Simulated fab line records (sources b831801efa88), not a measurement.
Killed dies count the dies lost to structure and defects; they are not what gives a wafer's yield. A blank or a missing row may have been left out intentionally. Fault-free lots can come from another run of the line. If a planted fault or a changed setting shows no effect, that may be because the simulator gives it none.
fab line records	flow sky130	part 1 of 2: steps 1 to 34 of 48
record: lots: 5	wafers: 15	lastDay: 50
route steps=708 shown SONOS_TUNNEL@165 SONOS_ONO@168 GATE_OXIDE@187 POLY_GATE@204 RES_PROTECT@206
lots with no fault: from the same line, run without faults
startH: hours from the record's opening day to when the first of the lot's shown wafers began	waitH: how many hours have passed since the lot's step before this one	" the same as in the row above	L1.1+2: a row that stands for several wafers	- either no value or no given start	* or withheld: withheld	< > ~ a bound
route shown NAME@n: a module of which the file shows steps, and the number in the route of the first	usual: mean and standard deviation over wafers with no fault	same: alike in all rows	chamber/n: place in a boat	sites: each site's reading	_std_site: how widely they spread, as a standard deviation	_edge_site: inner sites' mean taken away from outer sites' mean	radiusMm: for every site, how far away it sits from the centre of the wafer	mask NAME#n: copy n	behind: the tool/chamber that last shaped the wafer	hold: what put the lot on hold/how long, in hours/how the hold closed	device: transistor that didn't switch, given as n, p or np	end of line: at the end of the route, the tests of the same wafers	step lacking rows: just its recipe	killed: count of dies lost to structure and defects at first sort (not the wafer's yield)	map: dies across one wafer; x = killed, . = not, _ = none there
set.NAME: the setting that was run; set.NAME@STEP: the one run at that earlier step	model.NAME: the simulator's own value behind a step, which no gauge read
lots seen at some steps along the route; tables by step, rows by wafer
services: the hour from which a tool's chamber was out of use, counted from the record's first day as startH (under 0 if before that day), plus the number of hours and why
== steps ==
step: SKY_SONOS_TUNNEL_STRIP_11
recipe: chemistry: SPM	timeS: 600	tempC: 130
lot.wafer	tool	chamber	startH	waitH
L078.1+5+6	wetBench-02	2	278.13	0.0
L079.1+3+6	wetBench-01	1	298.32	0.0
L088.1+3+5	wetBench-01	0	373.79	0.0
L093.1+2+6	wetBench-02	2	402.27	0.0
L097.3+4+6	wetBench-01	1	432.89	0.0
step: SKY_SONOS_TUNNEL_TW_MEAS_12
usual: SONOS_TUNNEL_TW: 198/4
lot.wafer	tool	chamber	startH	waitH	SONOS_TUNNEL_TW
L078.1	filmMetro-02	-	278.30	0.0	203
L078.5	"	-	"	"	203
L078.6	"	-	"	"	202
L079.1	filmMetro-02	-	298.67	0.0	203
L079.3	"	-	"	"	203
L079.6	"	-	"	"	204
L088.1	filmMetro-02	-	373.97	0.0	203
L088.3	"	-	"	"	203
L088.5	"	-	"	"	202
L093.1	filmMetro-01	-	402.44	0.0	195
L093.2	"	-	"	"	195
L093.6	"	-	"	"	195
L097.3	filmMetro-01	-	433.09	0.0	195
L097.4	"	-	"	"	195
L097.6	"	-	"	"	197
step: SKY_SONOS_TUNNEL_CLEAN_13
recipe: chemistry: dHF	timeS: 20	dilution: 100:1	dry: ipaMarangoni
lot.wafer	tool	chamber	startH	waitH
L078.1+5+6	wetBench-04	0	278.36	0.1
L079.1+3+6	wetBench-02	1	298.73	0.1
L088.1+3+5	wetBench-02	3	374.03	0.1
L093.1+2+6	wetBench-04	1	402.50	0.1
L097.3+4+6	wetBench-02	1	433.13	0.0
step: SKY_SONOS_ONO_OXIDATION_00
recipe: tempC: 800	ambient: O2	idleTempC: 700	rampUpCPerMin: 10	rampDownCPerMin: 3	stabiliseS: 600	purgeS: 300	targetThkA: 26	oxTimeS: 1249
lot.wafer	tool	chamber	startH	waitH
L078.1+5+6	furnace-01	0	278.46	0.1
L079.1+3+6	furnace-01	0	298.74	0.0
L088.1+3+5	furnace-01	0	374.33	0.3
L093.1+2+6	furnace-01	0	403.13	0.6
L097.3+4+6	furnace-02	0	435.69	2.6
step: SKY_SONOS_ONO_THK_MEAS_01
recipe: reads: SiO2_of_SONOS_ONO_OXIDATION_00
usual: SONOS_ONO_OXIDATION_THK: 2.60/0.059
lot.wafer	tool	chamber	startH	waitH	SONOS_ONO_OXIDATION_THK[nm]
L078.1	filmMetro-01	-	279.81	0.0	2.61
L078.5	"	-	"	"	2.58
L078.6	"	-	"	"	2.56
L079.1	filmMetro-04	-	300.09	0.0	2.60
L079.3	"	-	"	"	2.66
L079.6	"	-	"	"	2.56
L088.1	filmMetro-03	-	375.68	0.0	2.61
L088.3	"	-	"	"	2.58
L088.5	"	-	"	"	2.60
L093.1	filmMetro-01	-	404.48	0.0	2.62
L093.2	"	-	"	"	2.60
L093.6	"	-	"	"	2.57
L097.3	filmMetro-04	-	437.06	0.0	2.51
L097.4	"	-	"	"	2.51
L097.6	"	-	"	"	2.63
step: SKY_SONOS_ONO_CVD_02
recipe: material: Si3N4	precursor: DCS/NH3	targetThkNm: 10.5	tempC: 770	timeS: 180	pressureMtorr: 250
lot.wafer	tool	chamber	startH	waitH
L078.1+5+6	lpcvd-02	1	279.87	0.1
L079.1+3+6	lpcvd-02	0	300.15	0.1
L088.1+3+5	lpcvd-02	1	375.74	0.1
L093.1+2+6	lpcvd-02	1	405.23	0.7
L097.3+4+6	lpcvd-02	1	437.10	0.0
step: SKY_SONOS_ONO_THK_MEAS_03
recipe: reads: Si3N4_of_SONOS_ONO_CVD_02
usual: SONOS_ONO_CVD_02_THK: 10.57/0.13
lot.wafer	tool	chamber	startH	waitH	SONOS_ONO_CVD_02_THK[nm]
L078.1	filmMetro-04	-	280.92	0.0	10.68
L078.5	"	-	"	"	10.77
L078.6	"	-	"	"	10.55
L079.1	filmMetro-03	-	301.20	0.0	10.73
L079.3	"	-	"	"	10.60
L079.6	"	-	"	"	10.55
L088.1	filmMetro-04	-	376.79	0.0	10.68
L088.3	"	-	"	"	10.73
L088.5	"	-	"	"	10.61
L093.1	filmMetro-03	-	406.28	0.0	10.50
L093.2	"	-	"	"	10.51
L093.6	"	-	"	"	10.59
L097.3	filmMetro-03	-	438.17	0.0	10.79
L097.4	"	-	"	"	10.76
L097.6	"	-	"	"	10.81
step: SKY_SONOS_ONO_CVD_04
recipe: material: SiO2	precursor: SiH4/N2O	targetThkNm: 5.7199	tempC: 900	pressureMtorr: 416.6
lot.wafer	tool	chamber	startH	waitH
L078.1+5+6	lpcvd-03	1	280.98	0.1
L079.1+3+6	lpcvd-03	1	301.26	0.1
L088.1+3+5	lpcvd-03	0	376.85	0.1
L093.1+2+6	lpcvd-03	1	406.34	0.1
L097.3+4+6	lpcvd-03	0	438.21	0.0
step: SKY_SONOS_ONO_THK_MEAS_05
recipe: reads: SiO2_of_SONOS_ONO_CVD_04
usual: SONOS_ONO_CVD_04_THK: 5.87/0.13
lot.wafer	tool	chamber	startH	waitH	SONOS_ONO_CVD_04_THK[nm]
L078.1	filmMetro-03	-	282.23	0.0	5.92
L078.5	"	-	"	"	6.02
L078.6	"	-	"	"	5.91
L079.1	filmMetro-04	-	302.51	0.0	5.80
L079.3	"	-	"	"	5.82
L079.6	"	-	"	"	5.82
L088.1	filmMetro-04	-	378.10	0.0	5.96
L088.3	"	-	"	"	5.99
L088.5	"	-	"	"	5.86
L093.1	filmMetro-01	-	407.59	0.0	5.91
L093.2	"	-	"	"	5.98
L093.6	"	-	"	"	6.04
L097.3	filmMetro-04	-	439.48	0.0	6.07
L097.4	"	-	"	"	5.94
L097.6	"	-	"	"	5.99
step: SKY_SONOS_ONO_DEHYDRATE_06
recipe: tempC: 200	timeS: 60
lot.wafer	tool	chamber	startH	waitH
L078.1+5+6	lithoTrack-02	0	294.52	12.3
L079.1+3+6	lithoTrack-01	0	315.28	12.8
L088.1+3+5	lithoTrack-02	0	392.07	14.0
L093.1+2+6	lithoTrack-01	0	421.82	14.2
L097.3+4+6	lithoTrack-02	0	454.92	15.4
step: SKY_SONOS_ONO_HMDS_07
recipe: primeTimeS: 60	primeTempC: 120
lot.wafer	tool	chamber	startH	waitH
L078.1+5+6	lithoTrack-02	0	294.67	0.1
L079.1+3+6	lithoTrack-01	0	315.43	0.1
L088.1+3+5	lithoTrack-02	0	392.22	0.1
L093.1+2+6	lithoTrack-01	0	421.97	0.1
L097.3+4+6	lithoTrack-02	0	455.07	0.1
step: SKY_SONOS_ONO_COAT_08
recipe: resist: NOVOLAK	spinRpm: 3000	resistThkNm: 1140
usual: dispensePressureKPa: 52.0/2.2
lot.wafer	tool	chamber	startH	waitH	dispensePressureKPa
L078.1	lithoTrack-02	0	294.82	0.1	49.7
L078.5	"	0	"	"	49.7
L078.6	"	0	"	"	49.7
L079.1	lithoTrack-01	0	315.58	0.1	55.3
L079.3	"	0	"	"	55.3
L079.6	"	0	"	"	55.3
L088.1	lithoTrack-02	0	392.37	0.1	49.6
L088.3	"	0	"	"	49.7
L088.5	"	0	"	"	49.7
L093.1	lithoTrack-01	0	422.12	0.1	55.3
L093.2	"	0	"	"	55.3
L093.6	"	0	"	"	55.2
L097.3	lithoTrack-02	0	455.22	0.1	49.6
L097.4	"	0	"	"	49.6
L097.6	"	0	"	"	49.7
step: SKY_SONOS_ONO_SOFTBAKE_09
recipe: tempC: 90	timeS: 60	resist: NOVOLAK
lot.wafer	tool	chamber	startH	waitH
L078.1+5+6	lithoTrack-02	0	294.97	0.1
L079.1+3+6	lithoTrack-01	0	315.73	0.1
L088.1+3+5	lithoTrack-02	0	392.52	0.1
L093.1+2+6	lithoTrack-01	0	422.27	0.1
L097.3+4+6	lithoTrack-02	0	455.37	0.1
step: SKY_SONOS_ONO_EXPOSE_10
recipe: maskId: ONOM	targetCdNm: 410	na: 0.6	sourceShape: conventional	sigmaOuter: 0.6	doseMj: 150
lot.wafer	tool	chamber	startH	waitH	mask
L078.1+5+6	ilineStepper-02	0	-	-	ONOM#0
L079.1+3+6	ilineStepper-01	0	-	-	ONOM#0
L088.1+3+5	ilineStepper-01	0	-	-	ONOM#0
L093.1+2+6	ilineStepper-02	0	-	-	ONOM#0
L097.3+4+6	ilineStepper-01	0	-	-	ONOM#0
step: SKY_SONOS_ONO_PEB_11
recipe: tempC: withheld	timeS: *	resist: NOVOLAK
lot.wafer	tool	chamber	startH	waitH
L078.1+5+6	lithoTrack-01	0	-	-
L079.1+3+6	lithoTrack-02	0	-	-
L088.1+3+5	lithoTrack-03	0	-	-
L093.1+2+6	lithoTrack-01	0	-	-
L097.3+4+6	lithoTrack-02	0	-	-
step: SKY_SONOS_ONO_DEVELOP_12
recipe: developTimeS: 60	devTempC: 23
lot.wafer	tool	chamber	startH	waitH
L078.1+5+6	lithoTrack-01	0	307.43	0.1
L079.1+3+6	lithoTrack-02	0	327.87	0.1
L088.1+3+5	lithoTrack-03	0	407.16	0.1
L093.1+2+6	lithoTrack-01	0	437.42	0.1
L097.3+4+6	lithoTrack-02	0	470.97	0.1
step: SKY_SONOS_ONO_CD_MEAS_13
recipe: targetCdNm: 410
usual: cdNm: 409.5/2.2
lot.wafer	tool	chamber	startH	waitH	cdNm
L078.1	cdSem-02	-	307.58	0.1	407.8
L078.5	"	-	"	"	408.8
L078.6	"	-	"	"	410.9
L079.1	cdSem-02	-	328.02	0.1	410.4
L079.3	"	-	"	"	411.0
L079.6	"	-	"	"	411.4
L088.1	cdSem-02	-	407.31	0.1	409.8
L088.3	"	-	"	"	409.5
L088.5	"	-	"	"	408.7
L093.1	cdSem-01	-	437.57	0.1	411.7
L093.2	"	-	"	"	411.2
L093.6	"	-	"	"	409.8
L097.3	cdSem-01	-	471.11	0.1	413.4
L097.4	"	-	"	"	411.1
L097.6	"	-	"	"	411.5
step: SKY_SONOS_ONO_OVL_MEAS_14
usual: SONOS_ONO_OVL: 0.0/1.6
lot.wafer	tool	chamber	startH	waitH	SONOS_ONO_OVL[nm]
L078.1	overlay-01	-	307.70	0.1	-0.3
L078.5	"	-	"	"	1.2
L078.6	"	-	"	"	-2.2
L079.1	overlay-02	-	328.14	0.1	1.0
L079.3	"	-	"	"	1.7
L079.6	"	-	"	"	0.0
L088.1	overlay-01	-	407.43	0.1	-0.5
L088.3	"	-	"	"	-0.1
L088.5	"	-	"	"	0.9
L093.1	overlay-01	-	437.69	0.1	-2.0
L093.2	"	-	"	"	-0.6
L093.6	"	-	"	"	-1.3
L097.3	overlay-02	-	471.20	0.1	2.1
L097.4	"	-	"	"	2.2
L097.6	"	-	"	"	0.2
step: SKY_SONOS_ONO_ETCH_15
recipe: targetDepthNm: 19.52	chemistry: CHF3/O2	sourceW: 600	biasW: 200	pressureMtorr: 40	chf3FlowSccm: 50	O2_flow_sccm: 5	timeS: 7.8
usual: biasW: 200.0/0.6	drypumpMotorCurrentA: 5.8/0.39	oesProductAu: 1.003/0.0092	throttleValvePct: 8.826/0.0082
lot.wafer	tool	chamber	startH	waitH	biasW	drypumpMotorCurrentA	oesProductAu	rfHoursCounterH	throttleValvePct
L078.1	rieDiel-04	0	307.73	0.0	200.5	5.2	0.998	29	8.837
L078.5	"	3	"	"	200.0	5.6	1.011	-	8.846
L078.6	"	2	"	"	199.9	6.3	0.997	-	8.811
L079.1	rieDiel-01	0	328.17	0.0	199.4	5.5	0.988	2	8.822
L079.3	"	3	"	"	199.5	6.3	0.990	4	8.820
L079.6	"	2	"	"	199.9	6.0	1.004	-	8.833
L088.1	rieDiel-04	0	407.47	0.0	199.5	5.2	1.007	32	8.816
L088.3	"	1	"	"	200.2	5.0	1.009	0	8.835
L088.5	"	2	"	"	200.7	6.3	0.994	-	8.830
L093.1	rieDiel-03	1	437.73	0.0	200.2	6.0	1.019	4	8.817
L093.2	"	2	"	"	200.7	5.9	1.013	8	8.829
L093.6	"	0	"	"	199.5	5.6	1.007	-	8.813
L097.3	rieDiel-03	3	471.22	0.0	200.2	6.1	0.982	0	8.823
L097.4	"	2	"	"	200.5	5.9	0.999	-	8.848
L097.6	"	0	"	"	201.4	5.6	1.009	-	8.832
step: SKY_SONOS_ONO_WET_ETCH_16
recipe: chemistry: dHF	targetDepthNm: 14	dry: n2Spin	target: SiO2	dilution: 100:1	tempC: 25	timeS: 280
lot.wafer	tool	chamber	startH	waitH
L078.1+5+6	wetBench-03	3	307.75	0.0
L079.1+3+6	wetBench-03	3	328.19	0.0
L088.1+3+5	wetBench-03	2	407.49	0.0
L093.1+2+6	wetBench-04	2	437.75	0.0
L097.3+4+6	wetBench-02	3	471.24	0.0
step: SKY_SONOS_ONO_STRIP_17
recipe: chemistry: O2/N2	powerW: 1400	pressureMtorr: 1500	platenTempC: withheld	o2FlowSccm: 3000	n2FlowSccm: 300	overashFraction: 0.5
usual: drypumpMotorCurrentA: 6.02/0.29	oesProductAu: 0.709/0.005	stripTimeToEndpointS: 14.11/0.044
lot.wafer	tool	chamber	startH	waitH	drypumpMotorCurrentA	oesProductAu	rfHoursCounterH	stripTimeToEndpointS
L078.1	plasmaAsher-02	0	307.85	0.0	5.91	0.713	62	14.06
L078.5	"	0	"	"	5.92	0.708	-	14.07
L078.6	"	1	"	"	5.57	0.709	-	14.09
L079.1	plasmaAsher-03	0	328.30	0.0	6.46	0.712	20	14.09
L079.3	"	1	"	"	5.77	0.705	-	14.11
L079.6	"	1	"	"	5.78	0.711	-	14.07
L088.1	plasmaAsher-02	1	407.58	0.0	5.54	0.710	72	14.11
L088.3	"	0	"	"	5.94	0.717	-	14.12
L088.5	"	1	"	"	5.53	0.705	-	14.18
L093.1	plasmaAsher-04	0	437.92	0.0	6.02	0.707	73	14.09
L093.2	"	1	"	"	6.26	0.715	73	14.07
L093.6	"	1	"	"	6.26	0.714	-	14.13
L097.3	plasmaAsher-03	1	471.36	0.0	5.79	0.708	-	14.16
L097.4	"	0	"	"	6.46	0.707	-	14.17
L097.6	"	1	"	"	5.80	0.705	-	14.10
step: SKY_SONOS_ONO_WET_ETCH_18
recipe: chemistry: H3PO4	targetDepthNm: 15	target: Si3N4	tempC: 160	timeS: 172
lot.wafer	tool	chamber	startH	waitH
L078.1+5+6	wetBench-02	0	307.95	0.1
L079.1+3+6	wetBench-03	1	328.40	0.1
L088.1+3+5	wetBench-02	3	407.68	0.1
L093.1+2+6	wetBench-03	3	438.02	0.1
L097.3+4+6	wetBench-02	3	471.43	0.0
step: SKY_GATE_OXIDE_CLEAN_00
recipe: chemistry: SC1/SC2	mix: 1:4:20	tempC: 70	timeS: 150	dry: n2Spin
lot.wafer	tool	chamber	startH	waitH
L078.1+5+6	wetBench-03	3	308.00	0.0
L079.1+3+6	wetBench-04	3	328.46	0.0
L088.1+3+5	wetBench-04	0	407.74	0.0
L093.1+2+6	wetBench-02	1	438.08	0.0
L097.3+4+6	wetBench-02	3	471.49	0.0
step: SKY_GATE_OXIDE_OXIDATION_01
recipe: tempC: 900	ambient: O2	stabiliseS: 600	purgeS: 300	targetThkA: 102.68	oxTimeS: 1453
lot.wafer	tool	chamber	startH	waitH
L078.1+5+6	furnace-01	0	310.50	2.4
L079.1+3+6	furnace-02	0	328.89	0.4
L088.1+3+5	furnace-01	0	407.84	0.0
L093.1+2+6	furnace-02	0	438.21	0.1
L097.3+4+6	furnace-02	0	472.07	0.5
step: SKY_GATE_OXIDE_THK_MEAS_02
recipe: reads: SiO2_of_GATE_OXIDE_OXIDATION_01
usual: GATE_OXIDE_OXIDATION_00_THK: 10.22/0.18
lot.wafer	tool	chamber	startH	waitH	GATE_OXIDE_OXIDATION_00_THK[nm]
L078.1	filmMetro-03	-	311.91	0.0	10.32
L078.5	"	-	"	"	10.32
L078.6	"	-	"	"	10.42
L079.1	filmMetro-04	-	330.29	0.0	9.77
L079.3	"	-	"	"	9.91
L079.6	"	-	"	"	9.91
L088.1	filmMetro-04	-	409.25	0.0	10.38
L088.3	"	-	"	"	10.40
L088.5	"	-	"	"	10.29
L093.1	filmMetro-02	-	439.62	0.0	10.49
L093.2	"	-	"	"	10.53
L093.6	"	-	"	"	10.47
L097.3	filmMetro-02	-	473.50	0.0	9.94
L097.4	"	-	"	"	10.02
L097.6	"	-	"	"	10.11
step: SKY_GATE_OXIDE_DEHYDRATE_03
recipe: tempC: 200	timeS: 60
lot.wafer	tool	chamber	startH	waitH
L078.1+5+6	lithoTrack-04	0	324.15	12.2
L079.1+3+6	lithoTrack-04	0	343.80	13.5
L088.1+3+5	lithoTrack-01	0	423.37	14.1
L093.1+2+6	lithoTrack-04	0	454.55	14.9
L097.3+4+6	lithoTrack-02	0	487.52	14.0
step: SKY_GATE_OXIDE_HMDS_04
recipe: primeTimeS: 60	primeTempC: 120
lot.wafer	tool	chamber	startH	waitH
L078.1+5+6	lithoTrack-04	0	324.30	0.1
L079.1+3+6	lithoTrack-04	0	343.95	0.1
L088.1+3+5	lithoTrack-01	0	423.52	0.1
L093.1+2+6	lithoTrack-04	0	454.70	0.1
L097.3+4+6	lithoTrack-02	0	487.67	0.1
step: SKY_GATE_OXIDE_COAT_05
recipe: resist: NOVOLAK	spinRpm: 3000	resistThkNm: 1140
usual: dispensePressureKPa: 53.6/2.3
lot.wafer	tool	chamber	startH	waitH	dispensePressureKPa
L078.1	lithoTrack-04	0	324.45	0.1	54.5
L078.5	"	0	"	"	54.5
L078.6	"	0	"	"	54.5
L079.1	lithoTrack-04	0	344.10	0.1	54.5
L079.3	"	0	"	"	54.5
L079.6	"	0	"	"	54.5
L088.1	lithoTrack-01	0	423.67	0.1	55.3
L088.3	"	0	"	"	55.3
L088.5	"	0	"	"	55.3
L093.1	lithoTrack-04	0	454.85	0.1	54.4
L093.2	"	0	"	"	54.4
L093.6	"	0	"	"	54.4
L097.3	lithoTrack-02	0	487.82	0.1	49.7
L097.4	"	0	"	"	49.7
L097.6	"	0	"	"	49.7
step: SKY_GATE_OXIDE_SOFTBAKE_06
recipe: tempC: 90	timeS: 60	resist: NOVOLAK
lot.wafer	tool	chamber	startH	waitH
L078.1+5+6	lithoTrack-04	0	324.60	0.1
L079.1+3+6	lithoTrack-04	0	344.25	0.1
L088.1+3+5	lithoTrack-01	0	423.82	0.1
L093.1+2+6	lithoTrack-04	0	455.00	0.1
L097.3+4+6	lithoTrack-02	0	487.97	0.1
step: SKY_GATE_OXIDE_EXPOSE_07
recipe: maskId: LVOM	na: 0.6	sourceShape: conventional	sigmaOuter: 0.6	polarization: unpolarized	targetCdNm: 600	doseMj: 170
lot.wafer	tool	chamber	startH	waitH	mask
L078.1+5+6	ilineStepper-02	0	-	-	LVOM#0
L079.1+3+6	ilineStepper-02	0	-	-	LVOM#0
L088.1+3+5	ilineStepper-01	0	-	-	LVOM#0
L093.1+2+6	ilineStepper-01	0	-	-	LVOM#0
L097.3+4+6	ilineStepper-02	0	-	-	LVOM#0
step: SKY_GATE_OXIDE_PEB_08
recipe: tempC: withheld	timeS: *	resist: NOVOLAK
lot.wafer	tool	chamber	startH	waitH
L078.1+5+6	lithoTrack-04	0	-	-
L079.1+3+6	lithoTrack-01	0	-	-
L088.1+3+5	lithoTrack-04	0	-	-
L093.1+2+6	lithoTrack-04	0	-	-
L097.3+4+6	lithoTrack-01	0	-	-
step: SKY_GATE_OXIDE_DEVELOP_09
recipe: resist: NOVOLAK	developer: TMAH	developTimeS: 60	devTempC: 23
lot.wafer	tool	chamber	startH	waitH
L078.1+5+6	lithoTrack-04	0	338.05	0.1
L079.1+3+6	lithoTrack-01	0	357.23	0.1
L088.1+3+5	lithoTrack-04	0	439.55	0.1
L093.1+2+6	lithoTrack-04	0	470.50	0.1
L097.3+4+6	lithoTrack-01	0	503.57	0.1
step: SKY_GATE_OXIDE_OVL_MEAS_10
usual: GATE_OXIDE_OVL: -0.4/1.4
lot.wafer	tool	chamber	startH	waitH	GATE_OXIDE_OVL[nm]
L078.1	overlay-02	-	338.20	0.1	-0.5
L078.5	"	-	"	"	0.9
L078.6	"	-	"	"	0.3
L079.1	overlay-02	-	357.38	0.1	1.5
L079.3	"	-	"	"	-2.5
L079.6	"	-	"	"	-0.2
L088.1	overlay-02	-	439.70	0.1	-1.4
L088.3	"	-	"	"	-0.5
L088.5	"	-	"	"	-0.9
L093.1	overlay-01	-	470.65	0.1	-3.3
L093.2	"	-	"	"	-0.1
L093.6	"	-	"	"	-1.1
L097.3	overlay-01	-	503.69	0.1	-1.8
L097.4	"	-	"	"	-0.7
L097.6	"	-	"	"	-0.1
step: SKY_GATE_OXIDE_IMPLANT_11
recipe: species: B	energyKev: 10	doseCm2: 2.6e+12	tiltDeg: withheld
usual: beamOnS: 9.97/0.2	faradayCurrentUA: 14.70/0.3
same: implantIonAmu: 11
lot.wafer	tool	chamber	startH	waitH	beamOnS	faradayCurrentUA
L078.1	implanter-02	0	338.23	0.0	10.27	14.21
L078.5	"	0	"	"	9.71	15.04
L078.6	"	0	"	"	9.96	14.77
L079.1	implanter-04	0	357.41	0.0	10.12	14.49
L079.3	"	0	"	"	10.21	14.35
L079.6	"	0	"	"	10.02	14.60
L088.1	implanter-03	0	439.73	0.0	9.71	15.09
L088.3	"	0	"	"	10.11	14.47
L088.5	"	0	"	"	9.87	14.88
L093.1	implanter-04	0	470.68	0.0	9.83	14.92
L093.2	"	0	"	"	9.92	14.76
L093.6	"	0	"	"	9.97	14.69
L097.3	implanter-02	0	503.76	0.1	9.77	15.01
L097.4	"	0	"	"	9.90	14.79
L097.6	"	0	"	"	10.34	14.13
